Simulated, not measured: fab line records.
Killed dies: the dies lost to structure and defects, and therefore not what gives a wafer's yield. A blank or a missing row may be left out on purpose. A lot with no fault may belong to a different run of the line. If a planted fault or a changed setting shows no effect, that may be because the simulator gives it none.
Which tool did it? || flow sky130 || 33 wafers from 11 lots sampled at 5 of the route's 708 steps

WHAT EACH GAUGE READ, for each wafer
SKY_CONTACT_THK_MEAS_03. Usual: for CONTACT_HDPCVD_THK the level is 563 nm and the standard deviation is 4.9.
{"lot": "L215", "measured": "day 30 18:31", "on": "film metro-03", "CONTACT_HDPCVD_THK (nm)": "565 559 563", "flag": ""}
{"lot": "L216", "measured": "day 30 19:58", "on": "film metro-04", "CONTACT_HDPCVD_THK (nm)": "559 556 555", "flag": ""}
{"lot": "L219", "measured": "day 32 01:07", "on": "film metro-03", "CONTACT_HDPCVD_THK (nm)": "556 567 558", "flag": ""}
{"lot": "L220", "measured": "day 32 03:08", "on": "film metro-04", "CONTACT_HDPCVD_THK (nm)": "560 564 561", "flag": ""}
{"lot": "L222", "measured": "day 32 16:28", "on": "film metro-01", "CONTACT_HDPCVD_THK (nm)": "557 563 562", "flag": ""}
{"lot": "L223", "measured": "day 33 04:33", "on": "film metro-03", "CONTACT_HDPCVD_THK (nm)": "555 556 566", "flag": ""}
{"lot": "L225", "measured": "day 33 07:45", "on": "film metro-04", "CONTACT_HDPCVD_THK (nm)": "569 444 566 569 444 566", "flag": "OFF"}
{"lot": "L226", "measured": "day 34 21:10", "on": "film metro-04", "CONTACT_HDPCVD_THK (nm)": "453 566 560 454 566 560", "flag": "OFF"}
{"lot": "L234", "measured": "day 36 08:31", "on": "film metro-03", "CONTACT_HDPCVD_THK (nm)": "558 553 557", "flag": ""}
{"lot": "L236", "measured": "day 37 04:44", "on": "film metro-01", "CONTACT_HDPCVD_THK (nm)": "568 563 565", "flag": ""}
{"lot": "L238", "measured": "day 37 15:04", "on": "film metro-04", "CONTACT_HDPCVD_THK (nm)": "561 563 561", "flag": ""}

WHAT TOOL EACH LOT RAN ON (gives the tool, then ch and the chambers of the sampled wafers, and finally the start)
{"lot": "L215", "SKY_LI_CONTACT_SPUTTER_20": "pvd sputter-02, day 29 12:36", "SKY_LOCAL_INTERCONNECT_STRIP_15": "plasma asher-02 ch 0,1, day 30 17:46", "SKY_CONTACT_CVD_00": "pecvd-02 ch 0,2, day 30 18:20", "SKY_CONTACT_HDPCVD_02": "hdpcvd-01 ch 0,1,2, day 30 18:26"}
{"lot": "L216", "SKY_LI_CONTACT_SPUTTER_20": "pvd sputter-04, day 29 14:59", "SKY_LOCAL_INTERCONNECT_STRIP_15": "plasma asher-04 ch 0,1, day 30 19:12", "SKY_CONTACT_CVD_00": "pecvd-01 ch 1,2, day 30 19:47", "SKY_CONTACT_HDPCVD_02": "hdpcvd-01 ch 1,2, day 30 19:53"}
{"lot": "L219", "SKY_LI_CONTACT_SPUTTER_20": "pvd sputter-02, day 30 20:50", "SKY_LOCAL_INTERCONNECT_STRIP_15": "plasma asher-02 ch 0,1, day 32 00:21", "SKY_CONTACT_CVD_00": "pecvd-02 ch 0,1,2, day 32 00:56", "SKY_CONTACT_HDPCVD_02": "hdpcvd-02 ch 0,1,2, day 32 01:02"}
{"lot": "L220", "SKY_LI_CONTACT_SPUTTER_20": "pvd sputter-04, day 30 22:01", "SKY_LOCAL_INTERCONNECT_STRIP_15": "plasma asher-03 ch 0,1, day 32 02:20", "SKY_CONTACT_CVD_00": "pecvd-01 ch 0,1,2, day 32 02:58", "SKY_CONTACT_HDPCVD_02": "hdpcvd-02 ch 0,1, day 32 03:04"}
{"lot": "L222", "SKY_LI_CONTACT_SPUTTER_20": "pvd sputter-04, day 31 11:22", "SKY_LOCAL_INTERCONNECT_STRIP_15": "plasma asher-03 ch 1, day 32 15:42", "SKY_CONTACT_CVD_00": "pecvd-02 ch 0,1,2, day 32 16:18", "SKY_CONTACT_HDPCVD_02": "hdpcvd-02 ch 1,2, day 32 16:23"}
{"lot": "L223", "SKY_LI_CONTACT_SPUTTER_20": "pvd sputter-02, day 31 23:34", "SKY_LOCAL_INTERCONNECT_STRIP_15": "plasma asher-04 ch 0,1, day 33 03:46", "SKY_CONTACT_CVD_00": "pecvd-01 ch 0,1, day 33 04:22", "SKY_CONTACT_HDPCVD_02": "hdpcvd-02 ch 0,2, day 33 04:28"}
{"lot": "L225", "SKY_LI_CONTACT_SPUTTER_20": "pvd sputter-04, day 32 03:41", "SKY_LOCAL_INTERCONNECT_STRIP_15": "plasma asher-03 ch 0,1, day 33 07:00", "SKY_CONTACT_CVD_00": "pecvd-01 ch 0,1,2, day 33 07:35", "SKY_CONTACT_HDPCVD_02": "hdpcvd-02 ch 0,1,2, day 33 07:41"}
{"lot": "L226", "SKY_LI_CONTACT_SPUTTER_20": "pvd sputter-03, day 33 16:45", "SKY_LOCAL_INTERCONNECT_STRIP_15": "plasma asher-04 ch 0,1, day 34 19:53", "SKY_CONTACT_CVD_00": "pecvd-03 ch 0,2, day 34 20:59", "SKY_CONTACT_HDPCVD_02": "hdpcvd-02 ch 0,1, day 34 21:06"}
{"lot": "L234", "SKY_LI_CONTACT_SPUTTER_20": "pvd sputter-02, day 35 04:04", "SKY_LOCAL_INTERCONNECT_STRIP_15": "plasma asher-03 ch 0,1, day 36 07:45", "SKY_CONTACT_CVD_00": "pecvd-01 ch 0,2, day 36 08:20", "SKY_CONTACT_HDPCVD_02": "hdpcvd-01 ch 1,2, day 36 08:26"}
{"lot": "L236", "SKY_LI_CONTACT_SPUTTER_20": "pvd sputter-03, day 36 02:29", "SKY_LOCAL_INTERCONNECT_STRIP_15": "plasma asher-03 ch 0,1, day 37 03:56", "SKY_CONTACT_CVD_00": "pecvd-02 ch 0,1, day 37 04:34", "SKY_CONTACT_HDPCVD_02": "hdpcvd-02 ch 0,2, day 37 04:40"}
{"lot": "L238", "SKY_LI_CONTACT_SPUTTER_20": "pvd sputter-02, day 36 11:48", "SKY_LOCAL_INTERCONNECT_STRIP_15": "plasma asher-04 ch 0,1, day 37 14:18", "SKY_CONTACT_CVD_00": "pecvd-03 ch 0,1, day 37 14:53", "SKY_CONTACT_HDPCVD_02": "hdpcvd-02 ch 0,1, day 37 14:59"}
- SKY_LI_CONTACT_SPUTTER_20: material TiN, target thk 20 nm, time 80 s.
- SKY_LOCAL_INTERCONNECT_STRIP_15: strips in O2/N2.
- SKY_CONTACT_CVD_00: deposits Si3N4, target thk 75 nm.
- SKY_CONTACT_HDPCVD_02: deposits SiO2, target thk 565 nm, time 94.2 s.

AS READ BY THE TOOLS THEMSELVES (means over the sampled wafers that have a number; for cases with no such wafer, the mark the record gives instead)
SKY_LI_CONTACT_SPUTTER_20. Usual: 29.7 % for throttle valve pct, sd 0.88.
{"lot": "L215", "tool": "pvd sputter-02", "throttle valve pct (%)": 28.9, "flag": ""}
{"lot": "L216", "tool": "pvd sputter-04", "throttle valve pct (%)": 29.9, "flag": ""}
{"lot": "L219", "tool": "pvd sputter-02", "throttle valve pct (%)": 29.3, "flag": ""}
{"lot": "L220", "tool": "pvd sputter-04", "throttle valve pct (%)": 30.2, "flag": ""}
{"lot": "L222", "tool": "pvd sputter-04", "throttle valve pct (%)": 30.0, "flag": ""}
{"lot": "L223", "tool": "pvd sputter-02", "throttle valve pct (%)": 29.3, "flag": ""}
{"lot": "L225", "tool": "pvd sputter-04", "throttle valve pct (%)": 30.0, "flag": ""}
{"lot": "L226", "tool": "pvd sputter-03", "throttle valve pct (%)": 29.1, "flag": ""}
{"lot": "L234", "tool": "pvd sputter-02", "throttle valve pct (%)": 29.9, "flag": ""}
{"lot": "L236", "tool": "pvd sputter-03", "throttle valve pct (%)": 29.7, "flag": ""}
{"lot": "L238", "tool": "pvd sputter-02", "throttle valve pct (%)": 29.2, "flag": ""}

SKY_LOCAL_INTERCONNECT_STRIP_15. Usual: drypump motor current A 5.4 A, standard deviation 0.37; oes product au 0.427 a.u., standard deviation 0.0048; strip time to endpoint s 4.729 s, standard deviation 0.019.
{"lot": "L215", "tool": "plasma asher-02", "drypump motor current A (A)": 5.2, "oes product au (a.u.)": 0.429, "strip time to endpoint s (s)": 4.760, "flag": ""}
{"lot": "L216", "tool": "plasma asher-04", "drypump motor current A (A)": 5.2, "oes product au (a.u.)": 0.425, "strip time to endpoint s (s)": 4.747, "flag": ""}
{"lot": "L219", "tool": "plasma asher-02", "drypump motor current A (A)": 5.2, "oes product au (a.u.)": 0.424, "strip time to endpoint s (s)": 4.756, "flag": ""}
{"lot": "L220", "tool": "plasma asher-03", "drypump motor current A (A)": 5.6, "oes product au (a.u.)": 0.428, "strip time to endpoint s (s)": 4.729, "flag": ""}
{"lot": "L222", "tool": "plasma asher-03", "drypump motor current A (A)": 5.3, "oes product au (a.u.)": 0.429, "strip time to endpoint s (s)": 4.755, "flag": ""}
{"lot": "L223", "tool": "plasma asher-04", "drypump motor current A (A)": 5.3, "oes product au (a.u.)": 0.425, "strip time to endpoint s (s)": 4.728, "flag": ""}
{"lot": "L225", "tool": "plasma asher-03", "drypump motor current A (A)": 5.8, "oes product au (a.u.)": 0.430, "strip time to endpoint s (s)": 4.734, "flag": ""}
{"lot": "L226", "tool": "plasma asher-04", "drypump motor current A (A)": 5.3, "oes product au (a.u.)": 0.428, "strip time to endpoint s (s)": 4.739, "flag": ""}
{"lot": "L234", "tool": "plasma asher-03", "drypump motor current A (A)": 5.6, "oes product au (a.u.)": 0.430, "strip time to endpoint s (s)": 4.723, "flag": ""}
{"lot": "L236", "tool": "plasma asher-03", "drypump motor current A (A)": 5.6, "oes product au (a.u.)": 0.424, "strip time to endpoint s (s)": 4.694, "flag": ""}
{"lot": "L238", "tool": "plasma asher-04", "drypump motor current A (A)": 5.2, "oes product au (a.u.)": 0.428, "strip time to endpoint s (s)": 4.708, "flag": ""}

SKY_CONTACT_CVD_00. Usual: 722 W for heater power w, sd 63.
{"lot": "L215", "tool": "pecvd-02", "heater power w (W)": 674, "flag": ""}
{"lot": "L216", "tool": "pecvd-01", "heater power w (W)": 716, "flag": ""}
{"lot": "L219", "tool": "pecvd-02", "heater power w (W)": 742, "flag": ""}
{"lot": "L220", "tool": "pecvd-01", "heater power w (W)": 762, "flag": ""}
{"lot": "L222", "tool": "pecvd-02", "heater power w (W)": 729, "flag": ""}
{"lot": "L223", "tool": "pecvd-01", "heater power w (W)": 756, "flag": ""}
{"lot": "L225", "tool": "pecvd-01", "heater power w (W)": 730, "flag": ""}
{"lot": "L226", "tool": "pecvd-03", "heater power w (W)": 678, "flag": ""}
{"lot": "L234", "tool": "pecvd-01", "heater power w (W)": 728, "flag": ""}
{"lot": "L236", "tool": "pecvd-02", "heater power w (W)": 720, "flag": ""}
{"lot": "L238", "tool": "pecvd-03", "heater power w (W)": 737, "flag": ""}

SKY_CONTACT_HDPCVD_02. Usual: 59.98 sccm for sih4 flow sccm, sd 0.18.
{"lot": "L215", "tool": "hdpcvd-01", "sih4 flow sccm (sccm)": 60.13, "flag": ""}
{"lot": "L216", "tool": "hdpcvd-01", "sih4 flow sccm (sccm)": 59.96, "flag": ""}
{"lot": "L219", "tool": "hdpcvd-02", "sih4 flow sccm (sccm)": 59.91, "flag": ""}
{"lot": "L220", "tool": "hdpcvd-02", "sih4 flow sccm (sccm)": 60.05, "flag": ""}
{"lot": "L222", "tool": "hdpcvd-02", "sih4 flow sccm (sccm)": 59.87, "flag": ""}
{"lot": "L223", "tool": "hdpcvd-02", "sih4 flow sccm (sccm)": 60.12, "flag": ""}
{"lot": "L225", "tool": "hdpcvd-02", "sih4 flow sccm (sccm)": 55.90, "flag": "OFF"}
{"lot": "L226", "tool": "hdpcvd-02", "sih4 flow sccm (sccm)": 55.91, "flag": "OFF"}
{"lot": "L234", "tool": "hdpcvd-01", "sih4 flow sccm (sccm)": 60.13, "flag": ""}
{"lot": "L236", "tool": "hdpcvd-02", "sih4 flow sccm (sccm)": 60.03, "flag": ""}
{"lot": "L238", "tool": "hdpcvd-02", "sih4 flow sccm (sccm)": 60.15, "flag": ""}

THE ANSWER, worked out from the rows above alone
Rule: take the mean of a lot's wafers that have a number; if it is more than 3 standard deviations from the usual mean, the lot is off. A lot without any number at a reading at which 4 lots or more have one is off too. All remaining lots with rows at the step are treated as sound. Order of review: gauges by route order, followed by the tools' own readings, for which a lot's mean as printed above is used. At the first step where some lot is off, the reading lying furthest off is the one used; lots without a number count as furthest.
Off: at SKY_CONTACT_THK_MEAS_03 (CONTACT_HDPCVD_THK), L225, L226.
If a tool, at a process step before that reading, ran all the lots that are off and no sound lot after the first of them, it fits. Not tried: the gauges at SKY_CONTACT_THK_MEAS_03; whatever is off there is also off at SKY_CONTACT_HDPCVD_02, on other tools, and gauge error can't account for it. None of those tried fits.

WHAT HAD BEEN PUT IN BY THE SIMULATOR
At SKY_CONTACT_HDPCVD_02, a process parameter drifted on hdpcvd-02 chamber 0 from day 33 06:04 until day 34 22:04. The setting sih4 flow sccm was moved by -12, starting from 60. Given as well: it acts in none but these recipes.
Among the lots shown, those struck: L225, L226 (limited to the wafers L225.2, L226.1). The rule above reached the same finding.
